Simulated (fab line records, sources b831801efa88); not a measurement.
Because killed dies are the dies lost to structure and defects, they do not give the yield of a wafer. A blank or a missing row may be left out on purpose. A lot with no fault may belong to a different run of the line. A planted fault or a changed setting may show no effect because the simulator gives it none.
Which tool did it? | flow sky130 | 39 wafers from 13 lots sampled at 5 of the route's 708 steps

## WHAT EACH GAUGE READ, for each wafer
SKY_GATE_OXIDE_THK_MEAS_02. Usual: GATE_OXIDE_OXIDATION_00_THK typically reads 10.27 nm, with standard deviation 0.18.
lot  | measured     | on            | GATE_OXIDE_OXIDATION_00_THK (nm) | flag
L156 | day 12 11:13 | film metro-01 | 10.24 10.25 10.15                |
L158 | day 13 18:05 | film metro-01 | 9.96 9.98 10.01                  |
L160 | day 14 06:43 | film metro-04 | 10.29 10.26 10.02                |
L165 | day 16 05:39 | film metro-02 | 16.35 16.25 16.45                | OFF
L166 | day 16 11:26 | film metro-01 | 17.08 16.97 16.95                | OFF
L168 | day 16 20:10 | film metro-01 | 17.08 16.71 16.89                | OFF
L169 | day 17 05:26 | film metro-01 | 10.24 9.95 10.16                 |
L171 | day 17 20:40 | film metro-01 | 10.32 10.41 10.32                |
L172 | day 18 00:36 | film metro-01 | 10.33 10.41 10.39                |
L173 | day 18 10:03 | film metro-04 | 10.39 10.49 10.31                |
L174 | day 18 17:38 | film metro-01 | 9.85 10.21 10.07                 |
L175 | day 19 02:01 | film metro-01 | 10.29 10.41 10.33                |
L177 | day 19 16:36 | film metro-02 | 10.04 10.27 10.27                |

SKY_POLY_CUT_OVL_MEAS_09. Usual: POLY_CUT_OVL typically reads -2 nm, with standard deviation 5.2.
lot  | measured     | on         | POLY_CUT_OVL (nm) | flag
L156 | day 23 23:28 | overlay-01 | 11 6 7            |
L158 | day 25 02:03 | overlay-01 | -10 -1 -3         |
L160 | day 25 21:59 | overlay-02 | 10 2 -3           |
L165 | day 27 18:39 | overlay-01 | 0 7 -1            |
L166 | day 28 01:22 | overlay-01 | -5 -1 -7          |
L168 | day 28 10:29 | overlay-02 | 6 -2 0            |
L169 | day 29 19:26 | overlay-02 | -2 -4 -4          |
L171 | day 29 13:38 | overlay-02 | 5 1 -7            |
L172 | day 29 15:50 | overlay-02 | -2 -9 -11         |
L173 | day 29 23:39 | overlay-01 | -2 -7 -9          |
L174 | day 30 04:49 | overlay-02 | 7 -1 -2           |
L175 | day 30 18:30 | overlay-02 | 8 -4 0            |
L177 | day 31 04:55 | overlay-02 | -15 -5 0          |

SKY_LI_CONTACT_THK_MEAS_23: measures by xrf. Usual: LI_CONTACT_W_THK typically reads 397 nm, with standard deviation 10.
lot  | measured     | on            | LI_CONTACT_W_THK (nm) | flag
L156 | day 28 21:39 | film metro-04 | 390 393 394           |
L158 | day 29 23:41 | film metro-03 | 415 400 416           |
L160 | day 30 18:26 | film metro-03 | 396 411 397           |
L165 | day 32 12:22 | film metro-03 | 393 394 414           |
L166 | day 32 19:22 | film metro-02 | 394 394 415           |
L168 | day 33 06:11 | film metro-04 | 389 389 395           |
L169 | day 34 12:15 | film metro-02 | 410 408 409           |
L171 | day 34 06:05 | film metro-02 | 404 388 388           |
L172 | day 34 08:34 | film metro-04 | 415 397 413           |
L173 | day 34 15:53 | film metro-03 | 388 414 395           |
L174 | day 34 20:05 | film metro-02 | 391 407 387           |
L175 | day 35 08:53 | film metro-04 | 388 387 383           |
L177 | day 35 19:17 | film metro-02 | 390 404 390           |

SKY_LOCAL_INTERCONNECT_RS_MEAS_01: measurement is done with a four-point probe. Usual: LOCAL_INTERCONNECT_TIN_RS typically reads 14.18 ohm/sq, with standard deviation 0.14.
lot  | measured     | on            | LOCAL_INTERCONNECT_TIN_RS (ohm/sq) | flag
L156 | day 28 22:04 | film metro-04 | 14.05 14.14 14.08                  |
L158 | day 30 00:06 | film metro-01 | 14.25 14.33 14.15                  |
L160 | day 30 18:51 | film metro-04 | 14.34 14.27 14.23                  |
L165 | day 32 12:48 | film metro-03 | 14.27 14.25 14.21                  |
L166 | day 32 19:49 | film metro-04 | 14.32 14.36 14.32                  |
L168 | day 33 06:36 | film metro-04 | 14.24 14.17 14.23                  |
L169 | day 34 12:41 | film metro-04 | 14.19 14.15 14.19                  |
L171 | day 34 06:30 | film metro-01 | 14.26 14.16 14.12                  |
L172 | day 34 09:00 | film metro-03 | 14.01 13.81 13.81                  |
L173 | day 34 16:19 | film metro-01 | 14.27 14.27 14.27                  |
L174 | day 34 20:32 | film metro-01 | 14.05 14.15 14.19                  |
L175 | day 35 09:18 | film metro-04 | 14.24 14.11 14.28                  |
L177 | day 35 19:44 | film metro-01 | 14.16 14.14 14.20                  |

## WHAT TOOL EACH LOT RAN ON (gives the tool, then ch and the chambers of the sampled wafers, and finally the start)
lot  | SKY_GATE_OXIDE_OXIDATION_01
L156 | furnace-02 ch 0, day 12 09:48
L158 | furnace-02 ch 0, day 13 16:41
L160 | furnace-02 ch 0, day 14 05:19
L165 | furnace-02 ch 0, day 16 01:38 and furnace-01 ch 0, day 16 04:14
L166 | furnace-02 ch 0, day 16 07:25
L168 | furnace-02 ch 0, day 16 17:07 and furnace-01 ch 0, day 16 18:46
L169 | furnace-02 ch 0, day 17 04:01
L171 | furnace-01 ch 0, day 17 19:15
L172 | furnace-01 ch 0, day 17 23:11
L173 | furnace-02 ch 0, day 18 08:38
L174 | furnace-01 ch 0, day 18 16:11
L175 | furnace-01 ch 0, day 19 00:36
L177 | furnace-01 ch 0, day 19 15:10
- SKY_GATE_OXIDE_OXIDATION_01: stabilise 600 s, purge 300 s, target thk 10.268 nm.

## AS READ BY THE TOOLS THEMSELVES (means over the sampled wafers that have a number; for cases with no such wafer, the mark the record gives instead)
SKY_GATE_OXIDE_OXIDATION_01. Usual: ox temp c 899.9 C, standard deviation 0.35; ox temp c max 905.2, standard deviation 1.2; spike tc bottom C 917.7 C, standard deviation 1.4.
lot  | tool                  | ox temp c (C) | ox temp c max | spike tc bottom C (C) | flag
L156 | furnace-02            | 899.9         | 906.5         | 918.8                 |
L158 | furnace-02            | 900.1         | 906.2         | 917.8                 |
L160 | furnace-02            | 899.5         | 905.4         | 918.8                 |
L165 | furnace-02/furnace-01 | 899.8         | 905.0         | 918.0                 |
L166 | furnace-02            | 900.3         | 906.4         | 918.8                 |
L168 | furnace-02/furnace-01 | 899.6         | 904.4         | 917.6                 |
L169 | furnace-02            | 900.1         | 906.8         | 918.6                 |
L171 | furnace-01            | 900.1         | 904.2         | 915.8                 |
L172 | furnace-01            | 900.1         | 904.0         | 916.6                 |
L173 | furnace-02            | 900.2         | 906.3         | 918.4                 |
L174 | furnace-01            | 899.5         | 904.3         | 916.3                 |
L175 | furnace-01            | 900.0         | 904.0         | 917.2                 |
L177 | furnace-01            | 899.9         | 904.7         | 917.8                 |

## THE ANSWER, worked out from the rows above alone
Rule: a lot counts as off when the mean over its wafers that have a number is more than 3 standard deviations away from the usual mean. Also off: a lot with no number at a reading for which 4 or more lots have one. Any other lot the step has rows for is counted as sound. First the gauges in route order, then the tools' own readings, where a lot's mean is used as printed above. At the first step where some lot is off, the reading lying furthest off is the one used; lots without a number count as furthest.
Off: L165, L166, L168, at SKY_GATE_OXIDE_THK_MEAS_02 (GATE_OXIDE_OXIDATION_00_THK).
If a tool, at a process step before that reading, ran all the lots that are off and no sound lot after the first of them, it fits. Those tools and the gauges at SKY_GATE_OXIDE_THK_MEAS_02 are tried in the same way. No candidate that was tried fits.

## WHAT THE SIMULATOR HAD INSERTED
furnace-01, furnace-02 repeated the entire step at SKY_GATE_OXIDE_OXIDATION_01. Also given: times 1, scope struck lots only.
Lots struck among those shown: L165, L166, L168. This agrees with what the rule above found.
